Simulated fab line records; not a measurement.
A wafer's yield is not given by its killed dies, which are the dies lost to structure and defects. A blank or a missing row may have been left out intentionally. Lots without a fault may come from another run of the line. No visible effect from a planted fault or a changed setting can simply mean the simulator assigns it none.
fab line records | flow sfq-line
[record] lots = 7 wafers = 19 last-day = 92
route steps=325 shown I7@304 M8@311
lots with no fault: from the same line, run without faults
start-h: start of the lot's first displayed wafer, in hours after the record's first day | wait-h: how many hours have passed since the lot's step before this one | " same as the row above | L1.1+2: a single row standing in for several wafers | - no value present, or no start provided | * or withheld: withheld | < > ~ a bound
route shown NAME@n: names a module that has steps shown in the file, with the first one's number in the route | usual: average and standard deviation across the fault-free wafers | same: alike in all rows | chamber/n: place in a boat | sites: each site's reading | _std_site: standard deviation across them | _edge_site: mean of outer sites minus mean of inner sites | radius-mm: for every site, how far away it sits from the centre of the wafer | mask NAME#n: copy n | behind: the tool/chamber that last shaped the wafer | hold: why the lot went on hold/how many hours it stayed there/how the hold came to an end | device: transistor that didn't switch, given as n, p or np | end of line: at the end of the route, the tests of the same wafers | a step given without rows: its recipe and nothing more | killed: the dies lost at the first sort to structure and to defects; this is not the yield of the wafer | map: a wafer's dies, marking killed ones x, the rest . and places with no die _
set.NAME: the setting that was run; set.NAME@STEP: the one run at that earlier step | model.NAME: the simulator's own value behind a step, which no gauge read
lots seen at some steps along the route; tables by step, rows by wafer
services: when a tool's chamber went out of use (start-h, in hours from the record's first day, below 0 if earlier), for how many hours, and the reason
[[steps]]
[step SFQ_TRILAYER_I7_VIA_LITHO_PEB_190]
[recipe] peb-temp-c = 115 peb-time-s = 60 resist = KrF
[step SFQ_TRILAYER_I7_VIA_LITHO_DEVELOP_189]
[recipe] time-s = 60 resist = KrF
[step SFQ_I7_OVL_MEAS_947]
[usual] I7_OVL = 1/4.8
// columns lot.wafer tool chamber start-h wait-h I7_OVL[nm]
L288.1 overlay-02 - 1729.45 0.1 -3
L288.5 " - " " 2
L288.6 " - " " 8
L299.5 overlay-02 - 1937.52 0.0 6
L299.6 " - " " -2
L301.5 overlay-01 - 1938.84 0.0 -1
L301.6 " - " " 0
L300.1 overlay-01 - 1940.19 0.1 -5
L300.2 " - " " -4
L300.5 " - " " -4
L303.1 overlay-01 - 1971.45 0.1 -3
L303.2 " - " " -1
L303.6 " - " " -3
L307.2 overlay-01 - 2198.07 0.1 -8
L307.4 " - " " -4
L307.5 " - " " 1
L309.2 overlay-02 - 2201.65 0.1 1
L309.5 " - " " 1
L309.6 " - " " -6
[step SFQ_TRILAYER_I7_VIA_BARC_OPEN_VIA_ETCH_260]
[recipe] mask-material = PR chemistry = O2 target-depth-nm = 125 target = BARC source-w = 500 bias-w = 80 pressure-mtorr = 30 time-s = 41.7
[usual] chamber-pressure-mTorr = 30.003/0.027 drypump-motor-current-A = 5.6/0.52 oes-product-au = 0.685/0.0045
// columns lot.wafer tool chamber start-h wait-h chamber-pressure-mTorr drypump-motor-current-A oes-product-au rf-hours-counter-h
L288.1 rie-diel-01 1 1729.49 0.0 30.002 5.5 0.688 2
L288.5 " 0 " " 29.987 5.6 0.691 -
L288.6 " 2 " " 30.009 6.8 0.686 -
L299.5 rie-diel-01 2 1937.55 0.0 30.017 6.8 0.682 -
L299.6 " 1 " " 30.030 5.5 0.684 -
L301.5 rie-diel-02 3 1938.87 0.0 30.021 5.9 0.689 -
L301.6 " 2 " " 29.984 5.0 0.688 -
L300.1 rie-diel-04 0 1940.23 0.0 30.006 5.7 0.676 15
L300.2 " 2 " " 30.029 5.3 0.683 0
L300.5 " 0 " " 29.989 5.7 0.689 -
L303.1 rie-diel-02 1 1971.49 0.0 30.040 5.0 0.680 4
L303.2 " 0 " " 29.994 5.5 0.681 1
L303.6 " 0 " " 29.986 5.5 0.685 -
L307.2 rie-diel-02 3 2198.10 0.0 30.026 5.8 0.683 4
L307.4 " 0 " " 30.053 5.5 0.686 -
L307.5 " 1 " " 30.047 5.0 0.691 -
L309.2 rie-diel-01 0 2201.68 0.0 30.039 5.7 0.684 9
L309.5 " 0 " " 30.031 5.6 0.685 -
L309.6 " 1 " " 29.988 5.5 0.688 -
[step SFQ_TRILAYER_I7_VIA_ETCH_VIA_ETCH_190]
[recipe] target = SiO2 stop-on = Nb mask-material = PR taper-deg = 20 chemistry = CHF3 target-depth-nm = 260 source-w = 500 bias-w = 80 pressure-mtorr = 30 time-s = withheld
[usual] chamber-pressure-mTorr = 30.00/0.033 drypump-motor-current-A = 5.6/0.51 oes-product-au = 0.854/0.0051
// columns lot.wafer tool chamber start-h wait-h chamber-pressure-mTorr drypump-motor-current-A oes-product-au
L288.1 rie-diel-01 1 1729.53 0.0 30.03 5.5 0.857
L288.5 " 0 " " 29.98 5.6 0.851
L288.6 " 2 " " 29.95 6.8 0.847
L299.5 rie-diel-01 2 1937.63 0.1 29.98 6.8 0.853
L299.6 " 1 " " 30.01 5.5 0.856
L301.5 rie-diel-02 3 1938.95 0.1 29.94 5.8 0.854
L301.6 " 2 " " 30.03 5.0 0.852
L300.1 rie-diel-04 0 1940.27 0.0 30.00 5.7 0.843
L300.2 " 2 " " 29.99 5.3 0.849
L300.5 " 0 " " 30.00 5.7 0.851
L303.1 rie-diel-02 1 1971.53 0.0 30.03 5.0 0.845
L303.2 " 0 " " 30.00 5.5 0.855
L303.6 " 0 " " 30.01 5.5 0.853
L307.2 rie-diel-02 3 2198.14 0.0 29.98 5.8 0.859
L307.4 " 0 " " 30.01 5.5 0.855
L307.5 " 1 " " 29.99 5.0 0.853
L309.2 rie-diel-01 0 2201.72 0.0 29.96 5.7 0.849
L309.5 " 0 " " 30.07 5.6 0.862
L309.6 " 1 " " 29.94 5.5 0.851
[step SFQ_TRILAYER_I7_VIA_STRIP_STRIP_191]
[recipe] gas = O2 power-w = 200 platen-temp-c = 40 overash-fraction = 0.65 chemistry = O2 pressure-mtorr = 50
[usual] chamber-pressure-mTorr = 50.00/0.046 drypump-motor-current-A = 6.0/0.47 oes-product-au = 1.000/0.0096
[same] overash-fraction = 0.65
// columns lot.wafer tool chamber start-h wait-h chamber-pressure-mTorr drypump-motor-current-A oes-product-au rf-hours-counter-h
L288.1 rie-metal-04 1 1729.64 - 49.98 5.2 1.014 99
L288.5 " 0 " " 50.04 6.4 0.979 -
L288.6 " 1 " " 49.97 5.2 1.012 -
L299.5 rie-metal-04 0 1938.48 - 49.94 6.4 1.009 -
L299.6 " 0 " " 49.96 6.4 0.998 -
L301.5 rie-metal-03 0 1939.41 - 50.05 6.6 0.985 -
L301.6 " 1 " " 50.05 5.7 0.996 -
L300.1 rie-metal-02 0 1940.38 - 50.00 6.2 1.016 22
L300.2 " 0 " " 50.04 6.3 1.004 -
L300.5 " 0 " " 49.97 6.3 1.001 -
L303.1 rie-metal-04 0 1971.64 - 50.00 6.4 1.003 8
L303.2 " 1 " " 50.00 5.1 0.992 2
L303.6 " 1 " " 50.02 5.2 0.987 -
L307.2 rie-metal-03 1 2198.25 - 49.95 5.8 0.996 20
L307.4 " 0 " " 49.99 6.6 1.007 -
L307.5 " 1 " " 49.96 5.7 0.998 -
L309.2 rie-metal-04 0 2201.84 - 50.03 6.4 0.990 33
L309.5 " 1 " " 49.99 5.2 0.981 -
L309.6 " 0 " " 50.04 6.4 0.994 -
[step SFQ_TRILAYER_I7_VIA_STRIP_SOLV_CLEAN_192]
[recipe] chemistry = NMP temp-c = 70 time-s = 600
[step SFQ_TRILAYER_M8_LITHO_LOR_COAT_197]
[recipe] resist = lift-off spin-rpm = 3000
[step SFQ_TRILAYER_M8_LITHO_LOR_BAKE_198]
[recipe] resist = lift-off temp-c = withheld time-s = withheld
[step SFQ_TRILAYER_M8_LITHO_COAT_193]
[recipe] resist = KrF spin-rpm = 3000 resist-thk-nm = 600
[step SFQ_TRILAYER_M8_LITHO_SOFTBAKE_199]
[recipe] temp-c = withheld time-s = withheld resist = KrF
[step SFQ_TRILAYER_M8_LITHO_EXPOSE_194]
[recipe] mask-id = M8 na = 0.6 source-shape = conventional sigma-outer = 0.65 target-cd-nm = 2000 dose-mj = 14.4
[step SFQ_TRILAYER_M8_LITHO_PEB_196]
[recipe] peb-temp-c = 115 peb-time-s = 60 resist = KrF
[usual] heater-power-total-W = 79.15/0.066
// columns lot.wafer tool chamber start-h wait-h heater-power-total-W
L288.1 litho-track-01 0 1831.43 1.0 79.13
L288.5 " 0 " " 79.23
L288.6 " 0 " " 79.24
L299.5 litho-track-02 0 1941.66 0.3 80.23
L299.6 " 0 " " 80.15
L301.5 litho-track-02 0 1942.86 0.3 80.23
L301.6 " 0 " " 80.25
L300.1 litho-track-02 0 1944.26 1.0 79.10
L300.2 " 0 " " 79.12
L300.5 " 0 " " 80.24
L303.1 litho-track-04 0 1974.91 1.0 79.04
L303.2 " 0 " " 79.12
L303.6 " 0 " " 79.08
L307.2 litho-track-02 0 2202.70 0.8 79.21
L307.4 " 0 " " 79.01
L307.5 " 0 " " 79.18
L309.2 litho-track-04 0 2207.54 0.8 79.22
L309.5 " 0 " " 79.14
L309.6 " 0 " " 79.22
[step SFQ_TRILAYER_M8_LITHO_DEVELOP_195]
[recipe] img-clear-s = 15 time-s = 55 resist = KrF
[[services]]
// columns tool chamber start-h hours kind
rie-diel-04 - 1709.61 2.8 pm
rie-diel-02 1 1719.71 1.4 repair
rie-diel-02 - 1724.69 1.2 repair
rie-diel-01 3 1726.92 2.6 repair
rie-diel-01 - 1783.82 12.2 repair
rie-diel-02 3 1785.06 - clean
rie-metal-04 1 1791.19 2.4 repair
rie-diel-01 1 1818.22 8.9 repair
rie-diel-01 - 1847.98 2.8 pm
rie-metal-03 1 1866.45 12.8 repair
rie-metal-02 1 1880.71 16.5 repair
rie-diel-02 0 1911.40 3.8 repair
rie-metal-04 1 1914.99 2.4 repair
rie-metal-02 1 1925.76 20.1 repair
rie-diel-02 1 1939.97 12.2 repair
rie-diel-04 1 1945.39 6.5 repair
rie-metal-03 - 1948.97 2.8 pm
rie-diel-01 2 1953.61 5.0 repair
rie-diel-02 3 1966.08 15.1 repair
rie-diel-02 - 1990.56 2.8 pm
rie-diel-02 3 2009.42 2.5 repair
rie-diel-01 3 2051.48 132.0 repair
rie-metal-03 - 2052.22 0.9 repair
rie-metal-04 - 2056.52 0.4 repair
[[key]]
[first-sign] step = SFQ_TRILAYER_M8_LITHO_PEB_196 reading = heater-power-total-W direction = up sigmas = 16 usual = 79.15 struck = 80.22
effect none on later readings
met-at SFQ_TRILAYER_M8_LITHO_PEB_196
struck-wafers L299.5,L299.6,L300.5,L301.5,L301.6
[fault] kind = process-parameter-drift tool = litho-track-02 chamber = - onset-h = 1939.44 steps = SFQ_TRILAYER_M8_LITHO_PEB_196 channel = peb-time-s offset = * shape = step end-h = 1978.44 scope = struck-wafers-only acts-in = * stated = *
